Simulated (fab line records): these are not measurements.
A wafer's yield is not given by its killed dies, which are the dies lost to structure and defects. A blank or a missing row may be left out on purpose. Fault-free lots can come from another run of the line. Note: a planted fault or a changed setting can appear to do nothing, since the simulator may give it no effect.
fab line records	flow sky130
record: lots: 6	wafers: 18	lastDay: 51
route steps=708 shown POLY_CUT@317 SD_P@320 PAD_OPEN@708
lots with no fault: from the same line, run without faults
startH: hours from the record's first day to the start of the lot's first wafer shown	waitH: hours elapsed since this lot's preceding step	" repeats the value in the row above	L1.1+2: one row covering several wafers at once	- value missing, or start not given	* or withheld: withheld	< > ~ a bound
route shown NAME@n: names a module that has steps shown in the file, with the first one's number in the route	usual: mean/standard deviation of fault-free wafers	same: alike in all rows	chamber/n: place in a boat	sites: per-site readings	_std_site: the standard deviation of these	_edge_site: mean of outer sites minus mean of inner sites	radiusMm: for every site, how far away it sits from the centre of the wafer	mask NAME#n: copy n	behind: the tool/chamber that last shaped the wafer	hold: why the lot went on hold/how many hours it stayed there/how the hold came to an end	device: the transistor (n, p or np) that didn't switch	end of line: the route-end tests of the same wafers	a step with no rows: only its recipe	killed: the dies lost at the first sort to structure and to defects; this is not the yield of the wafer	map: the dies of a wafer, with x for killed, . for not killed, _ for no die there
set.NAME: the run value of the setting; set.NAME@STEP: its run value at that earlier step	model.NAME: the simulator's own value behind a step, which no gauge read
a table for each step, a row for each wafer; lots at some steps of the route
services: the hour from which a tool's chamber was out of use, counted from the record's first day as startH (under 0 if before that day), plus the number of hours and why
== steps ==
step: SKY_POLY_CUT_ETCH_10
recipe: chemistry: N2/H2	target: BARC	ionEnergyEv: 200	sourceW: 500	biasW: 100	pressureMtorr: 30	n2FlowSccm: 100	h2FlowSccm: 200	stopOn: SiO2	timeS: 45.9	targetDepthA: 600
usual: drypumpMotorCurrentA: 6.0/0.52	oesProductAu: 0.855/0.0046	throttleValvePct: 13.225/0.0093
lot.wafer	tool	chamber	startH	waitH	drypumpMotorCurrentA	oesProductAu	rfHoursCounterH	throttleValvePct
L236.2	rieDiel-03	1	614.37	0.0	5.5	0.848	7	13.225
L236.3	"	0	"	"	6.0	0.865	11	13.229
L236.4	"	3	"	"	5.1	0.846	8	13.225
L237.1	rieDiel-03	1	621.62	0.0	5.5	0.847	7	13.228
L237.2	"	2	"	"	5.6	0.862	13	13.232
L237.3	"	3	"	"	5.1	0.854	8	13.220
L246.1	rieDiel-04	0	714.36	0.0	6.7	0.857	12	13.226
L246.5	"	3	"	"	4.9	0.857	-	13.216
L246.6	"	0	"	"	6.7	0.861	-	13.228
L247.2	rieDiel-04	0	725.69	0.0	6.7	0.853	12	13.219
L247.4	"	2	"	"	6.5	0.861	9	13.226
L247.5	"	2	"	"	6.5	0.855	-	13.219
L248.1	rieDiel-01	0	726.86	0.0	5.9	0.844	6	13.222
L248.3	"	3	"	"	6.3	0.858	5	13.227
L248.4	"	2	"	"	6.2	0.861	0	13.227
L255.1	rieDiel-01	0	770.54	0.0	5.9	0.861	7	13.233
L255.4	"	1	"	"	5.8	0.851	19	13.227
L255.6	"	0	"	"	5.8	0.850	-	13.226
step: SKY_POLY_CUT_ETCH_11
recipe: target: Si3N4	chemistry: CF4/CH2F2/Ar	stopOn: poly-Si	sourceW: 600	biasW: 150	pressureMtorr: 40	cf4FlowSccm: 40	ch2f2FlowSccm: 20	Ar_flow_sccm: 150	timeS: 42.5	targetDepthA: 600
usual: ch2f2FlowSccm: 20.00/0.055	drypumpMotorCurrentA: 6.0/0.52	oesProductAu: 0.831/0.0057	throttleValvePct: 14.994/0.0079
lot.wafer	tool	chamber	startH	waitH	ch2f2FlowSccm	drypumpMotorCurrentA	oesProductAu	rfHoursCounterH	throttleValvePct
L236.2	rieDiel-03	1	614.41	0.0	20.01	5.5	0.828	7	14.992
L236.3	"	0	"	"	20.06	6.0	0.831	11	14.999
L236.4	"	3	"	"	20.00	5.1	0.818	8	15.000
L237.1	rieDiel-03	1	621.66	0.0	19.93	5.5	0.833	7	14.996
L237.2	"	2	"	"	20.00	5.6	0.829	13	14.984
L237.3	"	3	"	"	20.07	5.1	0.835	8	14.998
L246.1	rieDiel-04	0	714.40	0.0	19.97	6.7	0.832	12	15.001
L246.5	"	3	"	"	20.00	4.9	0.835	-	15.005
L246.6	"	0	"	"	19.91	6.7	0.824	-	14.986
L247.2	rieDiel-04	0	725.73	0.0	20.03	6.7	0.835	12	15.012
L247.4	"	2	"	"	20.09	6.5	0.829	9	14.990
L247.5	"	2	"	"	20.05	6.5	0.825	-	14.995
L248.1	rieDiel-01	0	726.90	0.0	20.07	5.9	0.835	6	14.987
L248.3	"	3	"	"	19.90	6.3	0.819	5	14.986
L248.4	"	2	"	"	19.98	6.2	0.836	0	14.987
L255.1	rieDiel-01	0	770.58	0.0	19.97	5.9	0.832	7	15.016
L255.4	"	1	"	"	19.98	5.8	0.835	19	15.008
L255.6	"	0	"	"	19.88	5.9	0.839	-	14.995
step: SKY_POLY_CUT_STRIP_12
recipe: chemistry: O2/N2	powerW: 1400	pressureMtorr: 1500	platenTempC: withheld	o2FlowSccm: 3000	n2FlowSccm: 300	overashFraction: 0.5
usual: drypumpMotorCurrentA: 5.7/0.54	oesProductAu: 0.451/0.0047	stripTimeToEndpointS: 5.356/0.017
lot.wafer	tool	chamber	startH	waitH	drypumpMotorCurrentA	oesProductAu	rfHoursCounterH	stripTimeToEndpointS
L236.2	plasmaAsher-03	1	614.45	0.0	6.2	0.454	47	5.318
L236.3	"	1	"	"	6.3	0.453	-	5.352
L236.4	"	0	"	"	5.6	0.448	-	5.350
L237.1	plasmaAsher-02	1	621.70	0.0	4.7	0.450	94	5.357
L237.2	"	0	"	"	6.2	0.461	94	5.339
L237.3	"	1	"	"	4.7	0.461	-	5.350
L246.1	plasmaAsher-03	1	714.44	0.0	6.2	0.459	57	5.347
L246.5	"	0	"	"	5.6	0.454	-	5.339
L246.6	"	1	"	"	6.2	0.447	-	5.371
L247.2	plasmaAsher-03	0	725.77	0.0	5.6	0.451	58	5.367
L247.4	"	1	"	"	6.3	0.444	-	5.378
L247.5	"	1	"	"	6.3	0.453	-	5.365
L248.1	plasmaAsher-01	0	726.94	0.0	5.4	0.451	29	5.375
L248.3	"	0	"	"	5.4	0.446	-	5.376
L248.4	"	1	"	"	6.2	0.452	-	5.363
L255.1	plasmaAsher-01	0	770.72	0.1	5.4	0.454	34	5.326
L255.4	"	1	"	"	6.2	0.450	-	5.350
L255.6	"	1	"	"	6.2	0.450	-	5.351
step: SKY_SD_P_DEHYDRATE_00
recipe: tempC: 200	timeS: 60
step: SKY_SD_P_HMDS_01
recipe: primeTimeS: 60	primeTempC: 120
step: SKY_SD_P_COAT_02
recipe: resist: NOVOLAK	spinRpm: 3000	resistThkNm: 1140
step: SKY_SD_P_SOFTBAKE_03
recipe: tempC: 90	timeS: 60	resist: NOVOLAK
step: SKY_SD_P_EXPOSE_04
recipe: maskId: PSDM	na: 0.6	sourceShape: conventional	sigmaOuter: 0.6	polarization: unpolarized	targetCdNm: 380	doseMj: 138
step: SKY_SD_P_PEB_05
recipe: tempC: withheld	timeS: *	resist: NOVOLAK
step: SKY_SD_P_DEVELOP_06
recipe: resist: NOVOLAK	developer: TMAH	developTimeS: 60	devTempC: 23
step: SKY_SD_P_CD_MEAS_07
recipe: targetCdNm: 380
usual: cdNm: 379.9/2.7
lot.wafer	tool	chamber	startH	waitH	cdNm
L236.2	cdSem-01	-	645.13	0.1	378.3
L236.3	"	-	"	"	380.0
L236.4	"	-	"	"	378.1
L237.1	cdSem-01	-	653.04	0.1	379.8
L237.2	"	-	"	"	382.0
L237.3	"	-	"	"	379.6
L246.1	cdSem-01	-	745.39	0.1	381.3
L246.5	"	-	"	"	380.3
L246.6	"	-	"	"	381.8
L247.2	cdSem-02	-	756.60	0.1	378.1
L247.4	"	-	"	"	376.9
L247.5	"	-	"	"	374.2
L248.1	cdSem-02	-	757.18	0.1	380.6
L248.3	"	-	"	"	379.9
L248.4	"	-	"	"	378.3
L255.1	cdSem-02	-	798.88	0.1	380.3
L255.4	"	-	"	"	379.6
L255.6	"	-	"	"	381.3
step: SKY_SD_P_OVL_MEAS_08
usual: SD_P_OVL: -0.2/1.4
lot.wafer	tool	chamber	startH	waitH	SD_P_OVL[nm]
L236.2	overlay-01	-	645.24	0.1	1.2
L236.3	"	-	"	"	-1.0
L236.4	"	-	"	"	-0.5
L237.1	overlay-01	-	653.16	0.1	1.0
L237.2	"	-	"	"	-0.8
L237.3	"	-	"	"	0.1
L246.1	overlay-02	-	745.51	0.1	-1.8
L246.5	"	-	"	"	-1.2
L246.6	"	-	"	"	-1.0
L247.2	overlay-01	-	756.71	0.1	-1.9
L247.4	"	-	"	"	-0.2
L247.5	"	-	"	"	0.5
L248.1	overlay-01	-	757.30	0.1	-3.3
L248.3	"	-	"	"	-1.5
L248.4	"	-	"	"	-1.7
L255.1	overlay-01	-	799.00	0.1	-1.9
L255.4	"	-	"	"	-2.1
L255.6	"	-	"	"	-1.5
step: SKY_SD_P_IMPLANT_09
recipe: species: BF2	energyKev: 20	doseCm2: 3e+15	tiltDeg: 0
usual: beamEnergyKeV: 19.999/0.0065
lot.wafer	tool	chamber	startH	waitH	beamEnergyKeV	model.implant.drpNm
L236.2	implanter-03	0	645.29	0.0	19.730	9.658
L236.3	"	0	"	"	19.738	9.658
L236.4	"	0	"	"	19.735	9.658
L237.1	implanter-03	0	653.20	0.0	19.740	9.658
L237.2	"	0	"	"	19.745	9.658
L237.3	"	0	"	"	19.734	9.658
L246.1	implanter-02	0	745.55	0.0	19.996	9.746
L246.5	"	0	"	"	20.000	9.746
L246.6	"	0	"	"	19.999	9.746
L247.2	implanter-03	0	756.76	0.0	20.000	9.746
L247.4	"	0	"	"	19.991	9.746
L247.5	"	0	"	"	19.996	9.746
L248.1	implanter-03	0	757.34	0.0	19.999	9.746
L248.3	"	0	"	"	19.997	9.746
L248.4	"	0	"	"	20.010	9.746
L255.1	implanter-02	0	799.04	0.0	20.010	9.746
L255.4	"	0	"	"	20.009	9.746
L255.6	"	0	"	"	19.994	9.746
step: SKY_SD_P_STRIP_10
recipe: chemistry: O2/N2	powerW: 1400	pressureMtorr: 1500	platenTempC: withheld	o2FlowSccm: 3000	n2FlowSccm: 300	overashFraction: 0.5
usual: drypumpMotorCurrentA: 5.8/0.58	oesProductAu: 0.617/0.0044	stripTimeToEndpointS: 17.48/0.039
lot.wafer	tool	chamber	startH	waitH	drypumpMotorCurrentA	oesProductAu	rfHoursCounterH	stripTimeToEndpointS
L236.2	plasmaAsher-01	1	645.42	0.1	6.2	0.610	21	17.44
L236.3	"	0	"	"	5.4	0.618	-	17.42
L236.4	"	1	"	"	6.2	0.614	-	17.46
L237.1	plasmaAsher-02	0	653.35	0.1	6.2	0.624	97	17.43
L237.2	"	1	"	"	4.7	0.616	97	17.45
L237.3	"	1	"	"	4.7	0.620	-	17.43
L246.1	plasmaAsher-04	1	745.70	0.1	6.5	0.617	86	17.45
L246.5	"	0	"	"	5.9	0.606	-	17.43
L246.6	"	1	"	"	6.5	0.620	-	17.46
L247.2	plasmaAsher-02	1	756.89	0.1	4.7	0.620	1	17.55
L247.4	"	1	"	"	4.7	0.614	-	17.52
L247.5	"	0	"	"	6.2	0.620	-	17.52
L248.1	plasmaAsher-02	0	757.49	0.1	6.2	0.618	1	17.51
L248.3	"	1	"	"	4.7	0.617	-	17.46
L248.4	"	0	"	"	6.2	0.621	-	17.46
L255.1	plasmaAsher-01	0	799.19	0.1	5.4	0.631	38	17.49
L255.4	"	1	"	"	6.2	0.621	-	17.49
L255.6	"	1	"	"	6.2	0.617	-	17.49
step: SKY_PAD_OPEN_PROBE_99
usual: killed_at_M0_to_M3: 43/7	killed_at_M4_up: 3.1/1.5	killedAtContacts: 23/4.9	killedAtFrontEnd: 16/3.9	killedAtOther: 0.3/0.52	killedDies: 86/8.2	killedOpen: 47/6.1	killedShort: 38/5.8
same: grossDies: 492	killedAtBackSide: 0
lot.wafer	tool	chamber	startH	waitH	killed_at_M0_to_M3	killed_at_M4_up	killedAtContacts	killedAtFrontEnd	killedAtOther	killedDies	killedOpen	killedShort
L236.2	prober-02	-	1133.37	0.1	50	4	16	14	0	84	39	45
L236.3	prober-02	-	1133.42	0.2	40	2	33	11	0	86	42	41
L236.4	prober-02	-	1133.47	0.2	42	2	28	14	0	86	51	35
L246.1	prober-01	-	1201.16	0.1	34	2	30	18	0	84	42	42
L246.5	prober-01	-	1201.36	0.2	41	4	22	17	1	85	53	31
L246.6	prober-01	-	1201.41	0.2	23	4	25	19	0	71	40	31
L247.2	prober-02	-	1205.31	0.1	45	4	31	13	1	94	51	43
L247.4	prober-02	-	1205.41	0.2	39	2	27	19	0	87	46	40
L247.5	prober-02	-	1205.46	0.2	46	3	24	21	0	94	47	46
killed by level:class
L236.2 METAL1:geometricParticle:short=9 VIA1:geometricParticle:open=9 METAL3:geometricParticle:short=7 VIA2:geometricParticle:open=6 CONTACT:geometricParticle:open=6 VIA1:geometricParticle:short=6 POLY_GATE:geometricParticle:open=4 LI_CONTACT:geometricParticle:open=4
L236.3 CONTACT:geometricParticle:open=10 VIA1:geometricParticle:open=8 LOCAL_INTERCONNECT:geometricParticle:short=7 CONTACT:geometricParticle:short=7 LI_CONTACT:geometricParticle:open=6 METAL1:geometricParticle:short=6 FIELD_ISO:geometricParticle:open=5 METAL2:geometricParticle:short=5
L236.4 VIA1:geometricParticle:open=16 LI_CONTACT:geometricParticle:open=9 CONTACT:geometricParticle:open=9 VIA1:geometricParticle:short=6 CONTACT:geometricParticle:short=6 VIA3:geometricParticle:open=5 FIELD_ISO:geometricParticle:short=4 FIELD_ISO:geometricParticle:open=4
L246.1 CONTACT:geometricParticle:open=13 FIELD_ISO:geometricParticle:open=8 METAL2:geometricParticle:short=8 FIELD_ISO:geometricParticle:short=7 VIA1:geometricParticle:short=7 VIA3:geometricParticle:open=6 CONTACT:geometricParticle:short=6 VIA1:geometricParticle:open=6
L246.5 VIA1:geometricParticle:open=13 FIELD_ISO:geometricParticle:open=7 LI_CONTACT:geometricParticle:open=7 CONTACT:geometricParticle:open=6 VIA2:geometricParticle:open=5 LOCAL_INTERCONNECT:geometricParticle:short=4 METAL1:geometricParticle:open=4 METAL1:geometricParticle:short=4
L246.6 CONTACT:geometricParticle:open=10 POLY_GATE:geometricParticle:short=6 VIA3:geometricParticle:open=6 POLY_GATE:geometricParticle:open=5 FIELD_ISO:geometricParticle:open=4 LI_CONTACT:geometricParticle:open=4 CONTACT:geometricParticle:short=4 VIA1:geometricParticle:open=4
L247.2 CONTACT:geometricParticle:open=13 METAL1:geometricParticle:short=10 VIA3:geometricParticle:open=10 VIA1:geometricParticle:open=9 CONTACT:geometricParticle:short=7 LI_CONTACT:geometricParticle:open=5 FIELD_ISO:geometricParticle:open=4 VIA2:geometricParticle:open=4
L247.4 CONTACT:geometricParticle:open=8 POLY_GATE:geometricParticle:short=7 LI_CONTACT:geometricParticle:open=7 VIA2:geometricParticle:open=7 FIELD_ISO:geometricParticle:open=6 METAL1:geometricParticle:short=6 CONTACT:geometricParticle:short=5 VIA3:geometricParticle:open=5
L247.5 CONTACT:geometricParticle:open=9 VIA1:geometricParticle:open=8 METAL2:geometricParticle:short=7 METAL1:geometricParticle:short=7 VIA3:geometricParticle:open=6 CONTACT:geometricParticle:short=5 VIA1:geometricParticle:short=5 FIELD_ISO:geometricParticle:open=4
== services ==
tool	chamber	startH	hours	kind
implanter-03	-	604.77	9.3	repair
implanter-03	-	614.10	4.5	pm
plasmaAsher-01	-	646.88	2.3	repair
plasmaAsher-03	-	654.46	1.9	repair
rieDiel-04	1	669.23	-	clean
rieDiel-04	1	669.23	17.8	scheduledDown
rieDiel-04	1	669.23	17.8	ventCycle
rieDiel-01	2	679.42	4.8	repair
plasmaAsher-02	-	685.75	4.7	repair
rieDiel-01	2	687.00	-	clean
rieDiel-01	2	687.00	17.5	scheduledDown
rieDiel-01	2	687.00	17.5	ventCycle
implanter-03	-	694.30	5.9	repair
rieDiel-03	0	725.29	1.2	repair
plasmaAsher-03	-	725.99	1.6	repair
plasmaAsher-02	-	733.75	9.0	pm
rieDiel-04	0	737.64	5.2	repair
implanter-03	-	754.99	1.0	repair
rieDiel-04	1	759.73	6.2	repair
plasmaAsher-03	-	763.29	14.6	pm
plasmaAsher-02	-	766.30	76.3	repair
implanter-02	-	790.55	4.2	pm
implanter-02	-	795.32	2.7	repair
rieDiel-03	-	796.17	4.5	repair
== key ==
firstSign: step: SKY_SD_P_IMPLANT_09	reading: beamEnergyKeV	direction: down	sigmas: 40	usual: *	struck: *
effect none on later readings
modelEffect: step: SKY_SD_P_IMPLANT_09	value: implant.drpNm	without: 9.746	struck: 9.658
metAt SKY_SD_P_IMPLANT_09
struckWafers L236.2,L236.3,L236.4,L237.1,L237.2,L237.3
testerLeftOut L236,L237
fault: kind: processParameterDrift	tool: implanter-03	chamber: -	onsetH: 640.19	steps: SKY_SD_P_IMPLANT_09	channel: energyKev	offset: *	shape: step	endH: 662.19	actsIn: *	stated: *
testerLeftOut: of these lots the tester's yield and bins aren't shown, on N5 and GAA mostly nor the transistor test; their killed dies are dies lost to structure and defects alone, not to doping, threshold or leakage, so they don't give the yield
